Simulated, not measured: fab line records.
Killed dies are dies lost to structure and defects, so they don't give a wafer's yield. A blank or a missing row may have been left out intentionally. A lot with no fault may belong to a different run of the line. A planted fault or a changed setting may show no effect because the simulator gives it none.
Which of the tools did it? | flow gf180mcu | 13 lots, 38 wafers sampled, at 1 step of a route of 602

## WHAT EACH GAUGE READ, for each wafer
GF_V5_THK_MEAS_03. Usual: V5_CVD_02_THK 1450 nm, standard deviation 21.
lot  | measured     | on            | V5_CVD_02_THK (nm) | flag
L925 | day 26 04:46 | film metro-04 | 1436 1467          |
L926 | day 26 08:29 | film metro-04 | 1430 1452 1444     |
L928 | day 26 23:32 | film metro-02 | 1452 1498 1470     |
L929 | day 27 09:26 | film metro-04 | 1461 1434 1478     |
L930 | day 27 16:41 | film metro-04 | 1432 1460 1495     |
L931 | day 28 04:10 | film metro-04 | 1443 1446 1465     |
L932 | day 28 16:48 | film metro-02 | 1452 1452 1431     |
L933 | day 28 18:13 | film metro-02 | 1447 1445 1456     |
L934 | day 29 06:02 | film metro-02 | 1463 1446 1458     |
L941 | day 31 00:01 | film metro-02 | 1437 1427 1446     |
L942 | day 31 06:38 | film metro-02 | 1445 1460 1438     |
L945 | day 32 02:07 | film metro-04 | 1432 1447 1454     |
L948 | day 32 23:02 | film metro-03 | 1429 1431 1458     |

## EACH LOT AND THE TOOL THAT RAN IT (in order: tool; ch and the chambers of the sampled wafers; start)
Before these readings, the record contains no process step.

## WHAT THE TOOLS THEMSELVES READ (means of the sampled wafers that have a number; where no wafer has one, the mark that the record gives instead)
The record holds no such reading with a usual standard deviation.

## THE ANSWER, worked out from the rows above alone
Rule: a lot is off if the mean of its wafers that have a number lies more than 3 standard deviations from the usual mean. Also off: a lot with no number at a reading for which 4 or more lots have one. Any other lot the step has rows for is counted as sound. First the gauges in route order, then the tools' own readings, where a lot's mean is used as printed above. The first step at which some lot is off is used, and at that step the reading that is off furthest; a lot without a number counts as furthest.
No lot is off at any reading shown: from this, nothing can be told.

## WHAT THE SIMULATOR PUT IN
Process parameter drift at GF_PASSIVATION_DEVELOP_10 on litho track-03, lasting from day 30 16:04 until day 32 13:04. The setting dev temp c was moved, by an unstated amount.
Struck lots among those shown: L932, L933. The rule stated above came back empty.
